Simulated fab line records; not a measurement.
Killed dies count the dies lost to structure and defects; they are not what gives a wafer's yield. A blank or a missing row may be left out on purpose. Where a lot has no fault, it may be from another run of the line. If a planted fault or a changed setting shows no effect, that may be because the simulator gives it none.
Matching of chambers | flow gf180mcu | 4 sister chambers for GF_V5_CMP_04 on cmp-02
The step polishes SiO2. 4 wafers are shown with their chamber, then 10 later ones without.

## WAFERS PAIRED WITH THEIR CHAMBERS
wafer  | chamber | motor current A (A)
L607.1 | 2       | 11.8
L607.5 | 0       | 11.8
L609.3 | 1       | 12.1
L609.5 | 3       | 12.5

## WAFERS WHOSE CHAMBER IS MISSING
wafer  | motor current A (A)
L609.6 | 12.0
L608.1 | 10.6
L608.4 | 12.0
L608.6 | 12.4
L611.3 | 11.3
L611.4 | 12.2
L611.5 | 12.1
L616.3 | 11.9
L616.4 | 12.4
L616.5 | 12.5

## CHAMBER TAKEN BY EACH
wafer  | from the rows above               | in truth
L609.6 | can't be placed: 1 or 0 or 2 or 3 | 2
L608.1 | can't be placed: 0 or 2 or 1 or 3 | 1
L608.4 | can't be placed: 1 or 0 or 2 or 3 | 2
L608.6 | can't be placed: 3 or 1 or 0 or 2 | 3
L611.3 | can't be placed: 0 or 2 or 1 or 3 | 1
L611.4 | can't be placed: 1 or 3 or 0 or 2 | 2
L611.5 | can't be placed: 1 or 0 or 2 or 3 | 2
L616.3 | can't be placed: 0 or 2 or 1 or 3 | 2
L616.4 | can't be placed: 3 or 1 or 0 or 2 | 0
L616.5 | can't be placed: 3 or 1 or 0 or 2 | 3
Correct placement for 0 of the 10. Not placeable from these rows: 10 (in 10, the candidates include the true chamber). Placed wrongly: 0.
How it was worked out, from the rows above alone: a wafer's distance from a chamber is the root of the sum, over the readings, of the square of ((its reading less the chamber's mean) divided by the reading's scatter). The wafer belongs to the nearest chamber; if the next one is less than 2 further off, it can't be placed. Each chamber's mean is taken over the wafers shown for it. The scatter: root of mean squared gap, hidden wafer to nearest shown wafer, with one shown wafer a chamber.
